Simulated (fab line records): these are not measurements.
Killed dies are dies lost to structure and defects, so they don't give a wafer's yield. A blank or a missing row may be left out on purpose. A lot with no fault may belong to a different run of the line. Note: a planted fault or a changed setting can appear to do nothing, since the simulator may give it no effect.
fab line records :: flow sky130
record
  lots=13
  wafers=39
  last-day=50
route steps=708 shown VIA3@593 CAP2M@606 METAL5@665 PAD_OPEN@707
lots that met no fault: taken from a fault-free run of the same line
start-h: start of the lot's first displayed wafer, in hours after the record's first day :: wait-h: time in hours since the lot's previous step :: " the same as in the row above :: L1.1+2: several wafers, shown together as one row :: - value missing, or start not given :: * or withheld: withheld :: < > ~ a bound
route shown NAME@n: a module of which the file shows steps, and the number in the route of the first :: usual: mean/standard deviation taken from wafers without a fault :: same: alike in all rows :: chamber/n: place in a boat :: sites: per-site readings :: _std_site: standard deviation across them :: _edge_site: mean of outer sites minus mean of inner sites :: radius-mm: for every site, how far away it sits from the centre of the wafer :: mask NAME#n: copy n :: behind: the last tool/chamber to shape the wafer :: hold: why the lot went on hold/how many hours it stayed there/how the hold came to an end :: device: whichever transistor did not switch (one of n, p or np) :: end of line: the route-end tests of the same wafers :: a step given without rows: its recipe and nothing more :: killed: count of dies lost to structure and defects at first sort (not the wafer's yield) :: map: shows each die of a wafer: x if killed, . if not, _ if none is there
set.NAME: the setting the step ran with; set.NAME@STEP: the setting that earlier step ran with :: model.NAME: the simulator's own value behind a step, which no gauge read
steps of the route over a sample of lots; a table a step, a row a wafer
services: from which hour (start-h, from the record's first day; less than 0 if before it) a tool's chamber was out of use, for how many hours, and why
## steps
# step SKY_VIA3_SPUTTER_20
# recipe
  material=TiN
  target-thk-nm=20
  chamber-pressure-pa=5
  power-w=4000
  time-s=80
# usual
  cathode-dc-power-W=3999.9/0.68
  throttle-valve-pct=29.6/0.85
lot.wafer: L908.1
tool: pvd-sputter-01
chamber: -
start-h: 921.71
wait-h: 0.0
cathode-dc-power-W: 3999.8
throttle-valve-pct: 28.7

lot.wafer: L908.3
tool: pvd-sputter-01
chamber: -
start-h: 921.71
wait-h: 0.0
cathode-dc-power-W: 3998.6
throttle-valve-pct: 29.0

lot.wafer: L908.6
tool: pvd-sputter-01
chamber: -
start-h: 921.71
wait-h: 0.0
cathode-dc-power-W: 4001.0
throttle-valve-pct: 31.0

lot.wafer: L909.1
tool: pvd-sputter-03
chamber: -
start-h: 924.00
wait-h: 0.0
cathode-dc-power-W: 4000.3
throttle-valve-pct: 29.6

lot.wafer: L909.3
tool: pvd-sputter-03
chamber: -
start-h: 924.00
wait-h: 0.0
cathode-dc-power-W: 4000.7
throttle-valve-pct: 28.6

lot.wafer: L909.5
tool: pvd-sputter-03
chamber: -
start-h: 924.00
wait-h: 0.0
cathode-dc-power-W: 3999.9
throttle-valve-pct: 29.1

lot.wafer: L910.2
tool: pvd-sputter-01
chamber: -
start-h: 937.81
wait-h: 0.0
cathode-dc-power-W: 3999.9
throttle-valve-pct: 30.9

lot.wafer: L910.4
tool: pvd-sputter-01
chamber: -
start-h: 937.81
wait-h: 0.0
cathode-dc-power-W: 3999.8
throttle-valve-pct: 30.5

lot.wafer: L910.5
tool: pvd-sputter-01
chamber: -
start-h: 937.81
wait-h: 0.0
cathode-dc-power-W: 3999.6
throttle-valve-pct: 29.1

lot.wafer: L911.1
tool: pvd-sputter-03
chamber: -
start-h: 942.49
wait-h: 0.0
cathode-dc-power-W: 3999.3
throttle-valve-pct: 30.0

lot.wafer: L911.4
tool: pvd-sputter-03
chamber: -
start-h: 942.49
wait-h: 0.0
cathode-dc-power-W: 4000.0
throttle-valve-pct: 28.9

lot.wafer: L911.5
tool: pvd-sputter-03
chamber: -
start-h: 942.49
wait-h: 0.0
cathode-dc-power-W: 3999.6
throttle-valve-pct: 30.0

lot.wafer: L913.1
tool: pvd-sputter-01
chamber: -
start-h: 956.30
wait-h: 0.0
cathode-dc-power-W: 3999.3
throttle-valve-pct: 29.4

lot.wafer: L913.3
tool: pvd-sputter-01
chamber: -
start-h: 956.30
wait-h: 0.0
cathode-dc-power-W: 4001.5
throttle-valve-pct: 29.3

lot.wafer: L913.6
tool: pvd-sputter-01
chamber: -
start-h: 956.30
wait-h: 0.0
cathode-dc-power-W: 3999.5
throttle-valve-pct: 31.1

lot.wafer: L914.2
tool: pvd-sputter-04
chamber: -
start-h: 965.67
wait-h: 0.0
cathode-dc-power-W: 4000.7
throttle-valve-pct: 28.2

lot.wafer: L914.3
tool: pvd-sputter-04
chamber: -
start-h: 965.67
wait-h: 0.0
cathode-dc-power-W: 3999.1
throttle-valve-pct: 31.4

lot.wafer: L914.4
tool: pvd-sputter-04
chamber: -
start-h: 965.67
wait-h: 0.0
cathode-dc-power-W: 4000.4
throttle-valve-pct: 29.9

lot.wafer: L915.2
tool: pvd-sputter-03
chamber: -
start-h: 977.80
wait-h: 0.0
cathode-dc-power-W: 3999.1
throttle-valve-pct: 29.7

lot.wafer: L915.5
tool: pvd-sputter-03
chamber: -
start-h: 977.80
wait-h: 0.0
cathode-dc-power-W: 3999.9
throttle-valve-pct: 29.8

lot.wafer: L915.6
tool: pvd-sputter-03
chamber: -
start-h: 977.80
wait-h: 0.0
cathode-dc-power-W: 4000.9
throttle-valve-pct: 29.0

lot.wafer: L916.2
tool: pvd-sputter-03
chamber: -
start-h: 997.62
wait-h: 0.0
cathode-dc-power-W: 3999.8
throttle-valve-pct: 30.4

lot.wafer: L916.3
tool: pvd-sputter-03
chamber: -
start-h: 997.62
wait-h: 0.0
cathode-dc-power-W: 3999.1
throttle-valve-pct: 29.4

lot.wafer: L916.4
tool: pvd-sputter-03
chamber: -
start-h: 997.62
wait-h: 0.0
cathode-dc-power-W: 4000.6
throttle-valve-pct: 28.8

lot.wafer: L918.1
tool: pvd-sputter-01
chamber: -
start-h: 1012.93
wait-h: 0.0
cathode-dc-power-W: 4000.5
throttle-valve-pct: 29.4

lot.wafer: L918.2
tool: pvd-sputter-01
chamber: -
start-h: 1012.93
wait-h: 0.0
cathode-dc-power-W: 4000.1
throttle-valve-pct: 30.9

lot.wafer: L918.5
tool: pvd-sputter-01
chamber: -
start-h: 1012.93
wait-h: 0.0
cathode-dc-power-W: 3999.4
throttle-valve-pct: 30.6

lot.wafer: L924.2
tool: pvd-sputter-01
chamber: -
start-h: 1040.81
wait-h: 0.0
cathode-dc-power-W: 4000.2
throttle-valve-pct: 28.6

lot.wafer: L924.5
tool: pvd-sputter-01
chamber: -
start-h: 1040.81
wait-h: 0.0
cathode-dc-power-W: 4000.8
throttle-valve-pct: 28.7

lot.wafer: L924.6
tool: pvd-sputter-01
chamber: -
start-h: 1040.81
wait-h: 0.0
cathode-dc-power-W: 4000.0
throttle-valve-pct: 29.8

lot.wafer: L926.3
tool: pvd-sputter-01
chamber: -
start-h: 1045.87
wait-h: 0.0
cathode-dc-power-W: 4000.0
throttle-valve-pct: 28.8

lot.wafer: L926.5
tool: pvd-sputter-01
chamber: -
start-h: 1045.87
wait-h: 0.0
cathode-dc-power-W: 3999.9
throttle-valve-pct: 28.6

lot.wafer: L926.6
tool: pvd-sputter-01
chamber: -
start-h: 1045.87
wait-h: 0.0
cathode-dc-power-W: 3998.7
throttle-valve-pct: 29.5

lot.wafer: L929.1
tool: pvd-sputter-03
chamber: -
start-h: 1073.25
wait-h: 0.0
cathode-dc-power-W: 3999.3
throttle-valve-pct: 30.2

lot.wafer: L929.3
tool: pvd-sputter-03
chamber: -
start-h: 1073.25
wait-h: 0.0
cathode-dc-power-W: 4000.4
throttle-valve-pct: 30.1

lot.wafer: L929.6
tool: pvd-sputter-03
chamber: -
start-h: 1073.25
wait-h: 0.0
cathode-dc-power-W: 3999.8
throttle-valve-pct: 29.5

lot.wafer: L931.1
tool: pvd-sputter-01
chamber: -
start-h: 1078.66
wait-h: 0.0
cathode-dc-power-W: 4000.8
throttle-valve-pct: 30.9

lot.wafer: L931.3
tool: pvd-sputter-01
chamber: -
start-h: 1078.66
wait-h: 0.0
cathode-dc-power-W: 3999.8
throttle-valve-pct: 28.6

lot.wafer: L931.5
tool: pvd-sputter-01
chamber: -
start-h: 1078.66
wait-h: 0.0
cathode-dc-power-W: 4000.5
throttle-valve-pct: 28.8
# step SKY_CAP2M_RS_MEAS_03
# recipe
  thk-meas-gauge=four-point-probe
  reads=TiN_of_CAP2M_SPUTTER_02
# usual
  CAP2M_TIN_RS=6.91/0.081
lot.wafer: L908.1
tool: film-metro-03
chamber: -
start-h: 922.72
wait-h: 0.1
CAP2M_TIN_RS[ohm/sq]: 6.97

lot.wafer: L908.3
tool: film-metro-03
chamber: -
start-h: 922.72
wait-h: 0.1
CAP2M_TIN_RS[ohm/sq]: 7.01

lot.wafer: L908.6
tool: film-metro-03
chamber: -
start-h: 922.72
wait-h: 0.1
CAP2M_TIN_RS[ohm/sq]: 6.99

lot.wafer: L909.1
tool: film-metro-04
chamber: -
start-h: 925.01
wait-h: 0.1
CAP2M_TIN_RS[ohm/sq]: 6.91

lot.wafer: L909.3
tool: film-metro-04
chamber: -
start-h: 925.01
wait-h: 0.1
CAP2M_TIN_RS[ohm/sq]: 6.95

lot.wafer: L909.5
tool: film-metro-04
chamber: -
start-h: 925.01
wait-h: 0.1
CAP2M_TIN_RS[ohm/sq]: 6.94

lot.wafer: L910.2
tool: film-metro-03
chamber: -
start-h: 938.84
wait-h: 0.1
CAP2M_TIN_RS[ohm/sq]: 7.14

lot.wafer: L910.4
tool: film-metro-03
chamber: -
start-h: 938.84
wait-h: 0.1
CAP2M_TIN_RS[ohm/sq]: 7.00

lot.wafer: L910.5
tool: film-metro-03
chamber: -
start-h: 938.84
wait-h: 0.1
CAP2M_TIN_RS[ohm/sq]: 7.12

lot.wafer: L911.1
tool: film-metro-04
chamber: -
start-h: 943.50
wait-h: 0.1
CAP2M_TIN_RS[ohm/sq]: 6.87

lot.wafer: L911.4
tool: film-metro-04
chamber: -
start-h: 943.50
wait-h: 0.1
CAP2M_TIN_RS[ohm/sq]: 6.73

lot.wafer: L911.5
tool: film-metro-04
chamber: -
start-h: 943.50
wait-h: 0.1
CAP2M_TIN_RS[ohm/sq]: 6.73

lot.wafer: L913.1
tool: film-metro-01
chamber: -
start-h: 957.68
wait-h: 0.1
CAP2M_TIN_RS[ohm/sq]: 6.95

lot.wafer: L913.3
tool: film-metro-01
chamber: -
start-h: 957.68
wait-h: 0.1
CAP2M_TIN_RS[ohm/sq]: 6.94

lot.wafer: L913.6
tool: film-metro-01
chamber: -
start-h: 957.68
wait-h: 0.1
CAP2M_TIN_RS[ohm/sq]: 6.95

lot.wafer: L914.2
tool: film-metro-01
chamber: -
start-h: 966.80
wait-h: 0.1
CAP2M_TIN_RS[ohm/sq]: 6.91

lot.wafer: L914.3
tool: film-metro-01
chamber: -
start-h: 966.80
wait-h: 0.1
CAP2M_TIN_RS[ohm/sq]: 6.86

lot.wafer: L914.4
tool: film-metro-01
chamber: -
start-h: 966.80
wait-h: 0.1
CAP2M_TIN_RS[ohm/sq]: 7.06

lot.wafer: L915.2
tool: film-metro-03
chamber: -
start-h: 978.83
wait-h: 0.1
CAP2M_TIN_RS[ohm/sq]: 6.92

lot.wafer: L915.5
tool: film-metro-03
chamber: -
start-h: 978.83
wait-h: 0.1
CAP2M_TIN_RS[ohm/sq]: 6.94

lot.wafer: L915.6
tool: film-metro-03
chamber: -
start-h: 978.83
wait-h: 0.1
CAP2M_TIN_RS[ohm/sq]: 6.91

lot.wafer: L916.2
tool: film-metro-01
chamber: -
start-h: 998.67
wait-h: 0.1
CAP2M_TIN_RS[ohm/sq]: 6.77

lot.wafer: L916.3
tool: film-metro-01
chamber: -
start-h: 998.67
wait-h: 0.1
CAP2M_TIN_RS[ohm/sq]: 6.84

lot.wafer: L916.4
tool: film-metro-01
chamber: -
start-h: 998.67
wait-h: 0.1
CAP2M_TIN_RS[ohm/sq]: 6.97

lot.wafer: L918.1
tool: film-metro-03
chamber: -
start-h: 1013.95
wait-h: 0.1
CAP2M_TIN_RS[ohm/sq]: 6.89

lot.wafer: L918.2
tool: film-metro-03
chamber: -
start-h: 1013.95
wait-h: 0.1
CAP2M_TIN_RS[ohm/sq]: 6.94

lot.wafer: L918.5
tool: film-metro-03
chamber: -
start-h: 1013.95
wait-h: 0.1
CAP2M_TIN_RS[ohm/sq]: 7.05

lot.wafer: L924.2
tool: film-metro-03
chamber: -
start-h: 1041.96
wait-h: 0.1
CAP2M_TIN_RS[ohm/sq]: 7.04

lot.wafer: L924.5
tool: film-metro-03
chamber: -
start-h: 1041.96
wait-h: 0.1
CAP2M_TIN_RS[ohm/sq]: 7.06

lot.wafer: L924.6
tool: film-metro-03
chamber: -
start-h: 1041.96
wait-h: 0.1
CAP2M_TIN_RS[ohm/sq]: 6.92

lot.wafer: L926.3
tool: film-metro-04
chamber: -
start-h: 1046.93
wait-h: 0.1
CAP2M_TIN_RS[ohm/sq]: 6.94

lot.wafer: L926.5
tool: film-metro-04
chamber: -
start-h: 1046.93
wait-h: 0.1
CAP2M_TIN_RS[ohm/sq]: 6.90

lot.wafer: L926.6
tool: film-metro-04
chamber: -
start-h: 1046.93
wait-h: 0.1
CAP2M_TIN_RS[ohm/sq]: 6.97

lot.wafer: L929.1
tool: film-metro-03
chamber: -
start-h: 1074.26
wait-h: 0.1
CAP2M_TIN_RS[ohm/sq]: 6.94

lot.wafer: L929.3
tool: film-metro-03
chamber: -
start-h: 1074.26
wait-h: 0.1
CAP2M_TIN_RS[ohm/sq]: 6.87

lot.wafer: L929.6
tool: film-metro-03
chamber: -
start-h: 1074.26
wait-h: 0.1
CAP2M_TIN_RS[ohm/sq]: 6.89

lot.wafer: L931.1
tool: film-metro-03
chamber: -
start-h: 1079.67
wait-h: 0.1
CAP2M_TIN_RS[ohm/sq]: 6.80

lot.wafer: L931.3
tool: film-metro-03
chamber: -
start-h: 1079.67
wait-h: 0.1
CAP2M_TIN_RS[ohm/sq]: 6.94

lot.wafer: L931.5
tool: film-metro-03
chamber: -
start-h: 1079.67
wait-h: 0.1
CAP2M_TIN_RS[ohm/sq]: 6.97
# step SKY_METAL5_SPUTTER_04
# recipe
  material=TiN
  target-thk-nm=70
  power-w=6500
  time-s=58.3
  chamber-pressure-pa=0.4
# usual
  cathode-dc-power-W=6500.2/1.3
  throttle-valve-pct=29.7/0.84
lot.wafer: L908.1
tool: pvd-sputter-04
chamber: -
start-h: 998.58
wait-h: 0.0
cathode-dc-power-W: 6500.2
throttle-valve-pct: 28.5

lot.wafer: L908.3
tool: pvd-sputter-04
chamber: -
start-h: 998.58
wait-h: 0.0
cathode-dc-power-W: 6501.5
throttle-valve-pct: 30.1

lot.wafer: L908.6
tool: pvd-sputter-04
chamber: -
start-h: 998.58
wait-h: 0.0
cathode-dc-power-W: 6502.2
throttle-valve-pct: 29.7

lot.wafer: L909.1
tool: pvd-sputter-04
chamber: -
start-h: 999.40
wait-h: 0.0
cathode-dc-power-W: 6501.4
throttle-valve-pct: 30.0

lot.wafer: L909.3
tool: pvd-sputter-04
chamber: -
start-h: 999.40
wait-h: 0.0
cathode-dc-power-W: 6501.8
throttle-valve-pct: 28.3

lot.wafer: L909.5
tool: pvd-sputter-04
chamber: -
start-h: 999.40
wait-h: 0.0
cathode-dc-power-W: 6501.7
throttle-valve-pct: 29.9

lot.wafer: L910.2
tool: pvd-sputter-04
chamber: -
start-h: 1013.90
wait-h: 0.0
cathode-dc-power-W: 6500.1
throttle-valve-pct: 28.5

lot.wafer: L910.4
tool: pvd-sputter-04
chamber: -
start-h: 1013.90
wait-h: 0.0
cathode-dc-power-W: 6500.5
throttle-valve-pct: 31.5

lot.wafer: L910.5
tool: pvd-sputter-04
chamber: -
start-h: 1013.90
wait-h: 0.0
cathode-dc-power-W: 6497.9
throttle-valve-pct: 30.1

lot.wafer: L911.1
tool: pvd-sputter-04
chamber: -
start-h: 1016.67
wait-h: 0.0
cathode-dc-power-W: 6500.1
throttle-valve-pct: 31.1

lot.wafer: L911.4
tool: pvd-sputter-04
chamber: -
start-h: 1016.67
wait-h: 0.0
cathode-dc-power-W: 6501.6
throttle-valve-pct: 28.3

lot.wafer: L911.5
tool: pvd-sputter-04
chamber: -
start-h: 1016.67
wait-h: 0.0
cathode-dc-power-W: 6499.7
throttle-valve-pct: 31.3

lot.wafer: L913.1
tool: pvd-sputter-03
chamber: -
start-h: 1031.42
wait-h: 0.0
cathode-dc-power-W: 6499.4
throttle-valve-pct: 30.2

lot.wafer: L913.3
tool: pvd-sputter-03
chamber: -
start-h: 1031.42
wait-h: 0.0
cathode-dc-power-W: 6503.4
throttle-valve-pct: 29.4

lot.wafer: L913.6
tool: pvd-sputter-03
chamber: -
start-h: 1031.42
wait-h: 0.0
cathode-dc-power-W: 6501.4
throttle-valve-pct: 29.1

lot.wafer: L914.2
tool: pvd-sputter-01
chamber: -
start-h: 1040.06
wait-h: 0.0
cathode-dc-power-W: 6502.1
throttle-valve-pct: 28.7

lot.wafer: L914.3
tool: pvd-sputter-01
chamber: -
start-h: 1040.06
wait-h: 0.0
cathode-dc-power-W: 6499.1
throttle-valve-pct: 30.8

lot.wafer: L914.4
tool: pvd-sputter-01
chamber: -
start-h: 1040.06
wait-h: 0.0
cathode-dc-power-W: 6499.4
throttle-valve-pct: 29.3

lot.wafer: L915.2
tool: pvd-sputter-01
chamber: -
start-h: 1050.50
wait-h: 0.0
cathode-dc-power-W: 6500.2
throttle-valve-pct: 29.3

lot.wafer: L915.5
tool: pvd-sputter-01
chamber: -
start-h: 1050.50
wait-h: 0.0
cathode-dc-power-W: 6501.4
throttle-valve-pct: 29.5

lot.wafer: L915.6
tool: pvd-sputter-01
chamber: -
start-h: 1050.50
wait-h: 0.0
cathode-dc-power-W: 6500.7
throttle-valve-pct: 29.0

lot.wafer: L916.2
tool: pvd-sputter-01
chamber: -
start-h: 1068.07
wait-h: 0.0
cathode-dc-power-W: 6497.9
throttle-valve-pct: 29.4

lot.wafer: L916.3
tool: pvd-sputter-01
chamber: -
start-h: 1068.07
wait-h: 0.0
cathode-dc-power-W: 6500.7
throttle-valve-pct: 28.8

lot.wafer: L916.4
tool: pvd-sputter-01
chamber: -
start-h: 1068.07
wait-h: 0.0
cathode-dc-power-W: 5754.0
throttle-valve-pct: 30.8

lot.wafer: L918.1
tool: pvd-sputter-01
chamber: -
start-h: 1082.79
wait-h: 0.0
cathode-dc-power-W: 6500.6
throttle-valve-pct: 29.3

lot.wafer: L918.2
tool: pvd-sputter-01
chamber: -
start-h: 1082.79
wait-h: 0.0
cathode-dc-power-W: 6499.5
throttle-valve-pct: 28.9

lot.wafer: L918.5
tool: pvd-sputter-01
chamber: -
start-h: 1082.79
wait-h: 0.0
cathode-dc-power-W: 5752.8
throttle-valve-pct: 30.9

lot.wafer: L924.2
tool: pvd-sputter-03
chamber: -
start-h: 1108.43
wait-h: 0.0
cathode-dc-power-W: 6498.9
throttle-valve-pct: 29.5

lot.wafer: L924.5
tool: pvd-sputter-03
chamber: -
start-h: 1108.43
wait-h: 0.0
cathode-dc-power-W: 6497.6
throttle-valve-pct: 28.7

lot.wafer: L924.6
tool: pvd-sputter-03
chamber: -
start-h: 1108.43
wait-h: 0.0
cathode-dc-power-W: 6501.1
throttle-valve-pct: 30.1

lot.wafer: L926.3
tool: pvd-sputter-04
chamber: -
start-h: 1113.58
wait-h: 0.0
cathode-dc-power-W: 6500.5
throttle-valve-pct: 29.9

lot.wafer: L926.5
tool: pvd-sputter-04
chamber: -
start-h: 1113.58
wait-h: 0.0
cathode-dc-power-W: 6497.7
throttle-valve-pct: 31.6

lot.wafer: L926.6
tool: pvd-sputter-04
chamber: -
start-h: 1113.58
wait-h: 0.0
cathode-dc-power-W: 6500.1
throttle-valve-pct: 30.0

lot.wafer: L929.1
tool: pvd-sputter-04
chamber: -
start-h: 1136.57
wait-h: 0.0
cathode-dc-power-W: 6499.4
throttle-valve-pct: 29.8

lot.wafer: L929.3
tool: pvd-sputter-04
chamber: -
start-h: 1136.57
wait-h: 0.0
cathode-dc-power-W: 6498.4
throttle-valve-pct: 30.0

lot.wafer: L929.6
tool: pvd-sputter-04
chamber: -
start-h: 1136.57
wait-h: 0.0
cathode-dc-power-W: 6499.7
throttle-valve-pct: 29.9

lot.wafer: L931.1
tool: pvd-sputter-03
chamber: -
start-h: 1142.27
wait-h: 0.0
cathode-dc-power-W: 6500.0
throttle-valve-pct: 30.5

lot.wafer: L931.3
tool: pvd-sputter-03
chamber: -
start-h: 1142.27
wait-h: 0.0
cathode-dc-power-W: 6498.4
throttle-valve-pct: 29.9

lot.wafer: L931.5
tool: pvd-sputter-03
chamber: -
start-h: 1142.27
wait-h: 0.0
cathode-dc-power-W: 6500.6
throttle-valve-pct: 30.2
# step SKY_PAD_OPEN_BOW_MEAS_13
# recipe
  mode=bow
# usual
  PAD_OPEN_BOW=49/8.4
lot.wafer: L908.1
tool: film-metro-03
chamber: -
start-h: 1068.35
wait-h: -
PAD_OPEN_BOW[um]: 52

lot.wafer: L908.3
tool: film-metro-03
chamber: -
start-h: 1068.35
wait-h: -
PAD_OPEN_BOW[um]: 45

lot.wafer: L908.6
tool: film-metro-03
chamber: -
start-h: 1068.35
wait-h: -
PAD_OPEN_BOW[um]: 42

lot.wafer: L909.1
tool: film-metro-01
chamber: -
start-h: 1070.11
wait-h: -
PAD_OPEN_BOW[um]: 41

lot.wafer: L909.3
tool: film-metro-01
chamber: -
start-h: 1070.11
wait-h: -
PAD_OPEN_BOW[um]: 35

lot.wafer: L909.5
tool: film-metro-01
chamber: -
start-h: 1070.11
wait-h: -
PAD_OPEN_BOW[um]: 48

lot.wafer: L910.2
tool: film-metro-03
chamber: -
start-h: 1082.28
wait-h: -
PAD_OPEN_BOW[um]: 37

lot.wafer: L910.4
tool: film-metro-03
chamber: -
start-h: 1082.28
wait-h: -
PAD_OPEN_BOW[um]: 38

lot.wafer: L910.5
tool: film-metro-03
chamber: -
start-h: 1082.28
wait-h: -
PAD_OPEN_BOW[um]: 47

lot.wafer: L911.1
tool: film-metro-03
chamber: -
start-h: 1084.49
wait-h: -
PAD_OPEN_BOW[um]: 59

lot.wafer: L911.4
tool: film-metro-03
chamber: -
start-h: 1084.49
wait-h: -
PAD_OPEN_BOW[um]: 42

lot.wafer: L911.5
tool: film-metro-03
chamber: -
start-h: 1084.49
wait-h: -
PAD_OPEN_BOW[um]: 45

lot.wafer: L913.1
tool: film-metro-01
chamber: -
start-h: 1098.00
wait-h: -
PAD_OPEN_BOW[um]: 42

lot.wafer: L913.3
tool: film-metro-01
chamber: -
start-h: 1098.00
wait-h: -
PAD_OPEN_BOW[um]: 45

lot.wafer: L913.6
tool: film-metro-01
chamber: -
start-h: 1098.00
wait-h: -
PAD_OPEN_BOW[um]: 55

lot.wafer: L914.2
tool: film-metro-01
chamber: -
start-h: 1105.07
wait-h: -
PAD_OPEN_BOW[um]: 47

lot.wafer: L914.3
tool: film-metro-01
chamber: -
start-h: 1105.07
wait-h: -
PAD_OPEN_BOW[um]: 49

lot.wafer: L914.4
tool: film-metro-01
chamber: -
start-h: 1105.07
wait-h: -
PAD_OPEN_BOW[um]: 40

lot.wafer: L915.2
tool: film-metro-04
chamber: -
start-h: 1114.47
wait-h: -
PAD_OPEN_BOW[um]: 45

lot.wafer: L915.5
tool: film-metro-04
chamber: -
start-h: 1114.47
wait-h: -
PAD_OPEN_BOW[um]: 50

lot.wafer: L915.6
tool: film-metro-04
chamber: -
start-h: 1114.47
wait-h: -
PAD_OPEN_BOW[um]: 58

lot.wafer: L916.2
tool: film-metro-04
chamber: -
start-h: 1129.97
wait-h: -
PAD_OPEN_BOW[um]: 60

lot.wafer: L916.3
tool: film-metro-04
chamber: -
start-h: 1129.97
wait-h: -
PAD_OPEN_BOW[um]: 44

lot.wafer: L916.4
tool: film-metro-04
chamber: -
start-h: 1129.97
wait-h: -
PAD_OPEN_BOW[um]: 55

lot.wafer: L918.1
tool: film-metro-04
chamber: -
start-h: 1143.91
wait-h: -
PAD_OPEN_BOW[um]: 61

lot.wafer: L918.2
tool: film-metro-04
chamber: -
start-h: 1143.91
wait-h: -
PAD_OPEN_BOW[um]: 50

lot.wafer: L918.5
tool: film-metro-04
chamber: -
start-h: 1143.91
wait-h: -
PAD_OPEN_BOW[um]: 52

lot.wafer: L924.2
tool: film-metro-04
chamber: -
start-h: 1169.08
wait-h: -
PAD_OPEN_BOW[um]: 41

lot.wafer: L924.5
tool: film-metro-04
chamber: -
start-h: 1169.08
wait-h: -
PAD_OPEN_BOW[um]: 31

lot.wafer: L924.6
tool: film-metro-04
chamber: -
start-h: 1169.08
wait-h: -
PAD_OPEN_BOW[um]: 43

lot.wafer: L926.3
tool: film-metro-01
chamber: -
start-h: 1172.80
wait-h: -
PAD_OPEN_BOW[um]: 41

lot.wafer: L926.5
tool: film-metro-01
chamber: -
start-h: 1172.80
wait-h: -
PAD_OPEN_BOW[um]: 54

lot.wafer: L926.6
tool: film-metro-01
chamber: -
start-h: 1172.80
wait-h: -
PAD_OPEN_BOW[um]: 52

lot.wafer: L929.1
tool: film-metro-03
chamber: -
start-h: 1192.72
wait-h: -
PAD_OPEN_BOW[um]: 65

lot.wafer: L929.3
tool: film-metro-03
chamber: -
start-h: 1192.72
wait-h: -
PAD_OPEN_BOW[um]: 50

lot.wafer: L929.6
tool: film-metro-03
chamber: -
start-h: 1192.72
wait-h: -
PAD_OPEN_BOW[um]: 54

lot.wafer: L931.1
tool: film-metro-03
chamber: -
start-h: 1197.05
wait-h: -
PAD_OPEN_BOW[um]: 51

lot.wafer: L931.3
tool: film-metro-03
chamber: -
start-h: 1197.05
wait-h: -
PAD_OPEN_BOW[um]: 52

lot.wafer: L931.5
tool: film-metro-03
chamber: -
start-h: 1197.05
wait-h: -
PAD_OPEN_BOW[um]: 54
# step SKY_PAD_OPEN_PROBE_99
# usual
  defect-limited-yield=82.4/1.8
  killed_at_M0_to_M3=43/7.8
  killed_at_M4_up=3.2/1.7
  killed-at-contacts=24/5.2
  killed-at-front-end=15/4.5
  killed-at-other=0.4/0.65
  killed-dies=87/9.1
  killed-open=47/7.3
  killed-short=40/6.5
  sort_bin_3_pad_short=0.9/0.46
  sort_bin_5_function=10.4/1.5
  sort_bin_6_memory=6.3/1
  sort-n-pass=405/9.1
  sort-yield-pct=82.4/1.8
# same
  gross-dies=492
  killed-at-back-side=0
  sort_bin_4_leakage[%]=0
  sort_bin_8_speed[%]=0
lot.wafer: L908.1
tool: prober-01
chamber: -
start-h: 1068.47
wait-h: 0.1
defect-limited-yield[%]: 82.9
killed_at_M0_to_M3: 49
killed_at_M4_up: 5
killed-at-contacts: 21
killed-at-front-end: 9
killed-at-other: 0
killed-dies: 84
killed-open: 48
killed-short: 35
sort_bin_3_pad_short[%]: 1.2
sort_bin_5_function[%]: 9.6
sort_bin_6_memory[%]: 6.3
sort-n-pass: 408
sort-yield-pct[%]: 82.9

lot.wafer: L908.3
tool: prober-01
chamber: -
start-h: 1068.57
wait-h: 0.2
defect-limited-yield[%]: 81.7
killed_at_M0_to_M3: 35
killed_at_M4_up: 2
killed-at-contacts: 42
killed-at-front-end: 11
killed-at-other: 0
killed-dies: 90
killed-open: 54
killed-short: 36
sort_bin_3_pad_short[%]: 1.2
sort_bin_5_function[%]: 11.0
sort_bin_6_memory[%]: 6.1
sort-n-pass: 402
sort-yield-pct[%]: 81.7

lot.wafer: L908.6
tool: prober-01
chamber: -
start-h: 1068.72
wait-h: 0.2
defect-limited-yield[%]: 84.6
killed_at_M0_to_M3: 33
killed_at_M4_up: 4
killed-at-contacts: 22
killed-at-front-end: 16
killed-at-other: 1
killed-dies: 76
killed-open: 43
killed-short: 33
sort_bin_3_pad_short[%]: 0.6
sort_bin_5_function[%]: 9.8
sort_bin_6_memory[%]: 5.1
sort-n-pass: 416
sort-yield-pct[%]: 84.6
# killed by level:class
L908.1 VIA1:geometric-particle:open=11 CONTACT:geometric-particle:open=9 VIA2:geometric-particle:open=8 LI_CONTACT:geometric-particle:open=6 VIA2:geometric-particle:short=5 METAL3:geometric-particle:short=5 LOCAL_INTERCONNECT:geometric-particle:short=4 METAL2:geometric-particle:short=4
L908.3 CONTACT:geometric-particle:open=16 LI_CONTACT:geometric-particle:open=13 VIA1:geometric-particle:short=7 CONTACT:geometric-particle:short=6 VIA1:geometric-particle:open=5 METAL2:geometric-particle:short=5 VIA2:geometric-particle:open=5 LOCAL_INTERCONNECT:geometric-particle:short=4
L908.6 VIA1:geometric-particle:open=9 CONTACT:geometric-particle:open=8 FIELD_ISO:geometric-particle:open=7 VIA3:geometric-particle:open=7 LOCAL_INTERCONNECT:geometric-particle:short=7 FIELD_ISO:geometric-particle:short=4 LI_CONTACT:geometric-particle:open=4 CONTACT:geometric-particle:short=3
## services
tool: pvd-sputter-04
chamber: -
start-h: 907.88
hours: 53.0
kind: repair

tool: pvd-sputter-04
chamber: -
start-h: 976.82
hours: 2.6
kind: repair

tool: pvd-sputter-03
chamber: -
start-h: 982.16
hours: 0.9
kind: repair

tool: pvd-sputter-04
chamber: -
start-h: 1027.30
hours: 6.3
kind: repair

tool: pvd-sputter-04
chamber: -
start-h: 1075.84
hours: 1.2
kind: repair
## key
first-sign
  step=SKY_METAL5_SPUTTER_04
  reading=cathode-dc-power-W
  direction=down
  sigmas=99+
  usual=6500.2
  struck=5753.4
effect none on later readings
met-at SKY_METAL5_SPUTTER_04
struck-lots L916,L918
struck-wafers L916.4,L918.5
not-acting-at SKY_VIA3_SPUTTER_20,SKY_CAP2M_RS_MEAS_03,SKY_PAD_OPEN_BOW_MEAS_13
onset-between 1040.06 1068.07
fault
  kind=process-parameter-drift
  tool=pvd-sputter-01
  chamber=-
  onset-h=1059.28
  steps=SKY_METAL5_SPUTTER_04
  channel=power-w
  offset=*
  shape=step
  end-h=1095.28
  acts-in=*
  stated=*
  scope=struck-wafers-only
